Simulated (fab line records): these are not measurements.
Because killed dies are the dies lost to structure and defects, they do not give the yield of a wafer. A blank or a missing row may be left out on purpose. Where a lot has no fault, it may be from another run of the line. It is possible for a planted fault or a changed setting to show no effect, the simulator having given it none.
Which tool is to blame? | flow gf180mcu | 12 lots, 36 wafers sampled, at 5 steps of a route of 602

WHAT EACH GAUGE READ, for each wafer
GF_DUAL_GATE_THK_MEAS_03.
lot  | measured     | on            | DUAL_GATE_OXIDATION_00_THK (nm)
L265 | day 7 15:51  | film metro-01 | 10.42 10.67 10.64
L266 | day 7 20:34  | film metro-02 | 10.62 10.74 10.53
L267 | day 8 04:36  | film metro-01 | 10.87 11.00 10.82
L268 | day 8 11:40  | film metro-01 | 10.91 11.01 10.85
L269 | day 8 17:51  | film metro-02 | 10.93 10.87 11.01
L270 | day 9 00:58  | film metro-02 | 10.96 10.94 10.78
L272 | day 9 15:58  | film metro-02 | 10.78 10.79 10.91
L273 | day 10 00:32 | film metro-01 | 9.64 9.61 9.51
L275 | day 10 19:36 | film metro-01 | 9.34 9.22 9.09
L286 | day 13 09:44 | film metro-01 | 11.10 11.09 10.87
L287 | day 13 19:17 | film metro-02 | 11.06 10.81 10.89
L288 | day 14 02:47 | film metro-04 | 10.41 10.61 10.62

GF_DUAL_GATE_OVL_MEAS_11.
lot  | measured     | on         | DUAL_GATE_OVL (nm)
L265 | day 8 08:23  | overlay-01 | -1.3 -1.0 -0.2
L266 | day 8 13:17  | overlay-02 | -2.6 -0.8 -0.5
L267 | day 8 20:50  | overlay-02 | -1.7 -0.4 0.4
L268 | day 9 04:17  | overlay-02 | -1.1 -2.3 -0.9
L269 | day 9 11:05  | overlay-01 | 0.1 0.3 1.5
L270 | day 9 17:41  | overlay-02 | -0.8 1.1 0.2
L272 | day 10 09:35 | overlay-01 | 0.9 1.7 1.5
L273 | day 10 17:52 | overlay-01 | 1.6 2.7 2.2
L275 | day 11 13:11 | overlay-01 | 2.1 1.4 0.8
L286 | day 14 05:24 | overlay-02 | 0.9 0.2 0.7
L287 | day 14 14:59 | overlay-01 | -4.6 -4.1 -3.8
L288 | day 14 22:50 | overlay-01 | -1.7 1.5 0.6

WHICH TOOL RAN EACH LOT (tool, then ch and the chambers of the sampled wafers, then the start)
lot  | GF_MVSD_STRIP_10                     | GF_VT_IMPLANT_RTA_45             | GF_DUAL_GATE_OXIDATION_02
L265 | plasma asher-03 ch 0,1, day 4 10:19  | rtp anneal-02 ch 0, day 7 13:37  | furnace-02 ch 0, day 7 14:24
L266 | plasma asher-02 ch 0,1, day 4 15:55  | rtp anneal-02 ch 0, day 7 18:21  | furnace-02 ch 0, day 7 19:07
L267 | plasma asher-03 ch 0,1, day 4 21:07  | rtp anneal-01 ch 0, day 8 01:44  | furnace-02 ch 0, day 8 03:09
L268 | plasma asher-02 ch 0,1, day 5 03:01  | rtp anneal-01 ch 0, day 8 09:25  | furnace-01 ch 0, day 8 10:13
L269 | plasma asher-01 ch 0,1, day 5 08:25  | rtp anneal-01 ch 0, day 8 15:38  | furnace-02 ch 0, day 8 16:24
L270 | plasma asher-02 ch 0,1, day 5 15:55  | rtp anneal-01 ch 0, day 8 22:38  | furnace-01 ch 0, day 8 23:31
L272 | plasma asher-01 ch 0,1, day 6 04:52  | rtp anneal-01 ch 0, day 9 13:31  | furnace-02 ch 0, day 9 14:31
L273 | plasma asher-01 ch 0,1, day 6 08:07  | rtp anneal-01 ch 0, day 9 19:31  | furnace-02 ch 0, day 9 23:05
L275 | plasma asher-03 ch 0,1, day 6 22:05  | rtp anneal-01 ch 0, day 10 10:39 | furnace-02 ch 0, day 10 18:08
L286 | plasma asher-01 ch 0,1, day 9 12:06  | rtp anneal-02 ch 0, day 13 04:23 | furnace-02 ch 0, day 13 08:16
L287 | plasma asher-03 ch 0,1, day 9 18:25  | rtp anneal-01 ch 0, day 13 12:33 | furnace-02 ch 0, day 13 17:49
L288 | plasma asher-01 ch 0,1, day 10 00:43 | rtp anneal-01 ch 0, day 13 19:26 | furnace-01 ch 0, day 14 01:19
- GF_MVSD_STRIP_10: strips in O2/N2.
- GF_VT_IMPLANT_RTA_45: time 30 s.
- GF_DUAL_GATE_OXIDATION_02: stabilise 600 s, purge 300 s, target thk 10.887 nm.

WHAT THE TOOLS THEMSELVES READ (means of the sampled wafers that have a number; where no wafer has one, the mark that the record gives instead)
GF_MVSD_STRIP_10.
lot  | tool            | drypump motor current A (A) | heater power w (W) | oes product au (a.u.) | platen temp c (C) | strip time to endpoint s (s)
L265 | plasma asher-03 | 5.33                        | 337                | 0.723                 | 249.79            | 37.08
L266 | plasma asher-02 | 5.35                        | 325                | 0.723                 | 250.02            | 36.95
L267 | plasma asher-03 | 5.33                        | 339                | 0.724                 | 250.02            | 37.00
L268 | plasma asher-02 | 5.44                        | 334                | 0.722                 | 249.98            | 36.99
L269 | plasma asher-01 | 5.48                        | 338                | 0.723                 | 249.96            | 36.90
L270 | plasma asher-02 | 5.38                        | 324                | 0.725                 | 249.99            | 37.02
L272 | plasma asher-01 | 5.67                        | 311                | 0.723                 | 250.05            | 37.11
L273 | plasma asher-01 | 5.48                        | 337                | 0.722                 | 250.16            | 37.05
L275 | plasma asher-03 | 5.44                        | 328                | 0.726                 | 249.97            | 36.89
L286 | plasma asher-01 | 5.47                        | 342                | 0.722                 | 249.92            | 36.99
L287 | plasma asher-03 | 5.35                        | 341                | 0.725                 | 250.00            | 36.89
L288 | plasma asher-01 | 5.65                        | 311                | 0.722                 | 249.96            | 36.87

GF_VT_IMPLANT_RTA_45.
lot  | tool          | lamp power pct (%) | wafer_temp_C_max
L265 | rtp anneal-02 | 42.8               | 1058.5
L266 | rtp anneal-02 | 42.8               | 1058.6
L267 | rtp anneal-01 | 38.4               | 1056.7
L268 | rtp anneal-01 | 38.4               | 1057.0
L269 | rtp anneal-01 | 38.4               | 1056.4
L270 | rtp anneal-01 | 38.4               | 1056.5
L272 | rtp anneal-01 | 38.3               | 1057.3
L273 | rtp anneal-01 | 38.4               | 1056.0
L275 | rtp anneal-01 | 38.4               | 1057.4
L286 | rtp anneal-02 | 42.7               | 1058.0
L287 | rtp anneal-01 | 38.4               | 1055.9
L288 | rtp anneal-01 | 38.3               | 1055.9

GF_DUAL_GATE_OXIDATION_02.
lot  | tool       | zone power bottom pct (%)
L265 | furnace-02 | 28.8
L266 | furnace-02 | 28.7
L267 | furnace-02 | 28.4
L268 | furnace-01 | 25.2
L269 | furnace-02 | 28.6
L270 | furnace-01 | 25.3
L272 | furnace-02 | 28.7
L273 | furnace-02 | 28.7
L275 | furnace-02 | 28.6
L286 | furnace-02 | 28.6
L287 | furnace-02 | 28.6
L288 | furnace-01 | 25.3

THE ANSWER, worked out from the rows above alone
Rule: the usual values come from the lots themselves. The widest of any qualifying gaps counts: lots, ordered by their means at a reading, are off when they make up no more than a third of the lots, leave a main group of 4 or more, and stand apart from it by 3 or more times the standard deviation of that group's means. A main group is skipped when, at the precision printed for the reading in the tables above, its means are all equal. A lot without any number at a reading at which 4 lots or more have one is off too. Where the step has rows for the other lots, those lots are counted as sound. After the gauges, taken in route order, come the tools' own readings; for these a lot's mean is taken, as printed above. At the first step where some lot is off, the reading lying furthest off is the one used; lots without a number count as furthest.
Off: at GF_DUAL_GATE_THK_MEAS_03 (DUAL_GATE_OXIDATION_00_THK), L273, L275. Main group: mean 10.82 nm, sd 0.16.
If a tool, at a process step before that reading, ran all the lots that are off and no sound lot after the first of them, it fits. Gauges at GF_DUAL_GATE_THK_MEAS_03: tried the same way as those tools. None of those tried fits.

WHAT THE SIMULATOR HAD PUT IN
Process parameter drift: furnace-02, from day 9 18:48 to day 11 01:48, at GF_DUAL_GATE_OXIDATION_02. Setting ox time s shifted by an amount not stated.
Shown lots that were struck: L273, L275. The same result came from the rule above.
